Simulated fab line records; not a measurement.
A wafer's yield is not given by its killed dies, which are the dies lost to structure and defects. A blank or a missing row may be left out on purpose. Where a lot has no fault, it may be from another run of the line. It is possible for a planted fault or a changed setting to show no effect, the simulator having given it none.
Struck lot and sound lot, side by side + flow sky130 + 42 steps out of a route of 708
Sound: these wafers, L380.1, L380.3, L380.6. Wafers struck: L378.2, L378.5, L378.6. At the end, the cause is stated.
Per side, at each step with rows, come the tool, then ch with its chambers, and then its first start. Under that, the readings that differ: sound wafers + struck wafers + difference of the means + sigmas: that difference in standard deviations of wafers without a fault.
alike: readings with means less than 2 such deviations apart, plus words and numbers identical on both sides. not compared: withheld readings, readings lacking a value on some wafer, bounds such as >300 that could conceal the same value, and numbers that have no deviation in the record and whose values overlap.
A row with sigmas, a row that says differs or no value, or rows on one side alone: a step with any of these is where the two part. Non-overlapping numbers with no deviation appear without sigmas and do not part them. A reading missing from all wafers of one side parts the sides only when that side holds two or more wafers.

SKY_METAL5_THK_MEAS_06: measures by xrf.
  sound: film_metro-01 at day 47 04:22; struck: film_metro-01 at day 46 02:07
  alike: METAL5_ALCU_THK
then, 8 steps without rows for these wafers: SKY_METAL5_DEHYDRATE_07 (time 60 s); SKY_METAL5_HMDS_08 (prime time 60 s); SKY_METAL5_COAT_09 (resist thk 1800 nm); SKY_METAL5_SOFTBAKE_10 (time 60 s); SKY_METAL5_EXPOSE_11 (exposes mask MM5, target cd 1600 nm); SKY_METAL5_PEB_12; SKY_METAL5_DEVELOP_13 (develop time 60 s); SKY_METAL5_DESCUM_14 (chemistry O2, time 11 s).
SKY_METAL5_METAL_ETCH_15: etches the open film in Cl2/BCl3, stops on SiO2, target depth 1260 nm, time 252 s.
  sound on rie_metal-03 ch 1, day 47 23:25; struck on rie_metal-04 ch 0,1, day 46 22:07
| reading                     | sound       | struck      | difference | sigmas |
|-----------------------------|-------------|-------------|------------|--------|
| drypump_motor_current_A (A) | 6.6 6.6 6.6 | 5.3 5.3 5.1 | -1.4       | -3     |
  alike: oes_product_au, throttle_valve_pct
  not compared: rf_hours_counter_h
SKY_METAL5_STRIP_16: strips in O2/N2.
  sound on plasma_asher-01 ch 1, day 47 23:39; struck on plasma_asher-02 ch 0,1, day 46 22:21
  alike: drypump_motor_current_A, oes_product_au, strip_time_to_endpoint_s
  not compared: rf_hours_counter_h
then, 1 step without rows for these wafers: SKY_METAL5_STRIP_17 (strips in post etch residue remover, time 1200 s).
SKY_METAL5_CLEAN_18: cleans in IPA, time 180 s.
  sound on wet_bench-01 ch 2, day 48 00:05; struck on wet_bench-03 ch 3, day 46 22:47
then, 2 steps without rows for these wafers: SKY_METAL5_CLEAN_19 (cleans in O3/DIW); SKY_PASSIVATION_CVD_00 (deposits SiO2, target thk 90 nm).
SKY_PASSIVATION_THK_MEAS_01:
  sound: film_metro-04 at day 48 00:16; struck: film_metro-04 at day 46 22:58
  alike: PASSIVATION_CVD_00_THK
then, 1 step without rows for these wafers: SKY_PASSIVATION_CVD_02 (deposits Si3N4, target thk 540 nm).
SKY_PASSIVATION_THK_MEAS_03:
  sound: film_metro-02 at day 48 00:33; struck: film_metro-03 at day 46 23:16
  alike: PASSIVATION_CVD_02_THK
then, 7 steps without rows for these wafers: SKY_PASSIVATION_DEHYDRATE_04 (time 60 s); SKY_PASSIVATION_HMDS_05 (prime time 60 s); SKY_PASSIVATION_COAT_06 (resist thk 3000 nm); SKY_PASSIVATION_SOFTBAKE_07; SKY_PASSIVATION_EXPOSE_08 (exposes mask NSM, target cd 3000 nm); SKY_PASSIVATION_PEB_09; SKY_PASSIVATION_DEVELOP_10 (develop time 60 s).
SKY_PASSIVATION_ETCH_11: etches the open film in CF4/O2, stops on AlCu, target depth 725 nm, time 161.1 s.
  sound on rie_diel-03 ch 0,2,3, day 48 19:08; struck on rie_diel-02 ch 0,1,3, day 47 18:52
  alike: O2_flow_sccm, drypump_motor_current_A, oes_product_au, throttle_valve_pct
  not compared: rf_hours_counter_h
SKY_PASSIVATION_STRIP_12: strips in O2/N2.
  sound on plasma_asher-03 ch 0,1, day 48 19:14; struck on plasma_asher-04 ch 0,1, day 47 18:59
  alike: drypump_motor_current_A, oes_product_au, strip_time_to_endpoint_s
  not compared: rf_hours_counter_h
then, 8 steps without rows for these wafers: SKY_PAD_OPEN_DEHYDRATE_00 (time 60 s); SKY_PAD_OPEN_HMDS_01 (prime time 60 s); SKY_PAD_OPEN_COAT_02 (resist thk 3000 nm); SKY_PAD_OPEN_SOFTBAKE_03; SKY_PAD_OPEN_EXPOSE_04 (exposes mask PDM, target cd 60000 nm); SKY_PAD_OPEN_PEB_05; SKY_PAD_OPEN_DEVELOP_06 (develop time 60 s); SKY_PAD_OPEN_ETCH_07 (etches the open film in CF4/O2, stops on AlCu, target depth 725 nm, time 161.1 s).
SKY_PAD_OPEN_STRIP_08: strips in O2/N2.
  sound on plasma_asher-03 ch 0,1, day 49 13:41; struck on plasma_asher-03 ch 0,1, day 48 13:53
  alike: drypump_motor_current_A, oes_product_au, strip_time_to_endpoint_s
  not compared: rf_hours_counter_h
then, 4 steps without rows for these wafers: SKY_PAD_OPEN_STRIP_09 (strips in post etch residue remover, time 1200 s); SKY_PAD_OPEN_CLEAN_10 (cleans in IPA, time 180 s); SKY_PAD_OPEN_CLEAN_11 (cleans in O3/DIW); SKY_PAD_OPEN_ANNEAL_12.
SKY_PAD_OPEN_BOW_MEAS_13:
  sound: film_metro-01 at day 49 15:46; struck: film_metro-03 at day 48 16:06
| reading           | sound    | struck   | difference | sigmas |
|-------------------|----------|----------|------------|--------|
| PAD_OPEN_BOW (um) | 41 42 48 | 48 62 70 | +16        | +2     |
SKY_PAD_OPEN_PROBE_99:
  sound: prober-02 at day 49 15:53; struck: prober-01 at day 48 16:15
| reading                               | sound              | struck            | difference | sigmas |
|---------------------------------------|--------------------|-------------------|------------|--------|
| defect_limited_yield (%)              | 83.5 83.3 83.5     | 69.9 71.7 70.7    | -12.7      | -6     |
| killed_at_M4_up                       | 2 1 1              | 61 64 62          | +61        | +36    |
| killed_dies                           | 81 82 81           | 148 139 144       | +62        | +6     |
| sort_bin_3_pad_short (%)              | 0.6 1.2 0.6        | 4.3 4.1 2.2       | +2.7       | +7     |
| sort_bin_5_function (%)               | 10.8 9.3 10.4      | 17.1 16.5 19.9    | +7.7       | +5     |
| sort_n_pass                           | 411 410 411        | 344 353 348       | -62        | -6     |
| sort_yield_pct (%)                    | 83.5 83.3 83.5     | 69.9 71.7 70.7    | -12.7      | -6     |
| model.etest.tester.sort_n_pass        | 411 410 411        | 344 353 348       | -62        |        |
| model.etest.tester.sort_yield_pct (%) | 83.54 83.33 83.54  | 69.92 71.75 70.73 | -12.67     |        |
| model.etest.tester.sort_bin_5_pct (%) | 10.77 9.35 10.37   | 17.07 16.46 19.92 | +7.65      |        |
| model.etest.tester.sort_bin_3_pct (%) | 0.6098 1.22 0.6098 | 4.268 4.065 2.236 | +2.710     |        |
  alike: killed_at_M0_to_M3, killed_at_contacts, killed_at_front_end, killed_at_other, killed_open, killed_short, sort_bin_6_memory

== WHERE THEY PART ==
Earliest at SKY_METAL5_METAL_ETCH_15; latest, in this record, at SKY_PAD_OPEN_PROBE_99.

WHY: the cause the simulator had injected
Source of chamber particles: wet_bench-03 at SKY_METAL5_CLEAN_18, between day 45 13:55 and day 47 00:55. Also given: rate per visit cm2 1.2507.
